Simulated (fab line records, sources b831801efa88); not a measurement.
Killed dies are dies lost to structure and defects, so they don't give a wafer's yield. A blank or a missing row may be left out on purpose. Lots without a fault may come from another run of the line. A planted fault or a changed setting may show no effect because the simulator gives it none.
Which tool did it? | flow gf180mcu | 6 lots, 17 wafers sampled, at 4 steps of a route of 602

WHAT THE GAUGES READ, wafer by wafer
GF_PASSIVATION_THK_MEAS_03.
lot  | measured     | on            | PASSIVATION_CVD_02_THK (nm)
L888 | day 29 15:20 | film_metro-02 | 706 679 690
L890 | day 30 09:25 | film_metro-01 | 698 707 690
L892 | day 31 01:20 | film_metro-04 | 700 777
L897 | day 32 03:45 | film_metro-02 | 696 705 707
L901 | day 33 04:50 | film_metro-02 | 703 709 716
L904 | day 33 21:14 | film_metro-01 | 692 710 722

WHICH TOOL RAN EACH LOT (tool, then ch and the chambers of the sampled wafers, then the start)
lot  | GF_TOP_METAL_SPUTTER_01      | GF_TOP_METAL_SPUTTER_03      | GF_PASSIVATION_CVD_02
L888 | pvd_sputter-03, day 28 19:33 | pvd_sputter-03, day 28 19:38 | pecvd-03 ch 0,1,2, day 29 15:03
L890 | pvd_sputter-03, day 29 13:26 | pvd_sputter-03, day 29 13:31 | pecvd-01 ch 0,1,2, day 30 09:08
L892 | pvd_sputter-02, day 30 05:29 | pvd_sputter-02, day 30 05:34 | pecvd-03 ch 0,2, day 31 01:02
L897 | pvd_sputter-02, day 31 08:37 | pvd_sputter-02, day 31 08:41 | pecvd-01 ch 0,1, day 32 03:28
L901 | pvd_sputter-02, day 32 11:43 | pvd_sputter-02, day 32 11:47 | pecvd-01 ch 0,1,2, day 33 04:34
L904 | pvd_sputter-03, day 33 04:18 | pvd_sputter-03, day 33 04:22 | pecvd-01 ch 0,1,2, day 33 20:56
- GF_TOP_METAL_SPUTTER_01: material TiN, target thk 30 nm, time 25 s.
- GF_TOP_METAL_SPUTTER_03: material Ti, target thk 5 nm, time 3.3 s.
- GF_PASSIVATION_CVD_02: deposits Si3N4, target thk 700 nm, time 486.18 s.

THE ANSWER, worked out from the rows above alone
Rule: what is usual is taken from the lots themselves. Put in order of their means at a reading, lots are off if they are a third of the lots or fewer, leave a main group of 4 or more, and stand apart from it by a gap of 3 or more times the standard deviation of the main group's means; of several such gaps the widest counts. A main group whose means are all the same, to the digits that the tables above print for the reading, isn't used. A lot without any number at a reading at which 4 lots or more have one is off too. The other lots that the step has rows for count as sound.
Off: L892, at GF_PASSIVATION_THK_MEAS_03 (PASSIVATION_CVD_02_THK). The main group: mean 702 nm, standard deviation 6.5.
A tool fits if, at a process step before that reading, it ran every lot that is off, and no sound lot after the first of them. The gauges at GF_PASSIVATION_THK_MEAS_03 are tried like those tools. Can't be told from this: 2 tools fit, pecvd-03 at GF_PASSIVATION_CVD_02, film_metro-04 at GF_PASSIVATION_THK_MEAS_03.

WHAT THE SIMULATOR HAD PUT IN
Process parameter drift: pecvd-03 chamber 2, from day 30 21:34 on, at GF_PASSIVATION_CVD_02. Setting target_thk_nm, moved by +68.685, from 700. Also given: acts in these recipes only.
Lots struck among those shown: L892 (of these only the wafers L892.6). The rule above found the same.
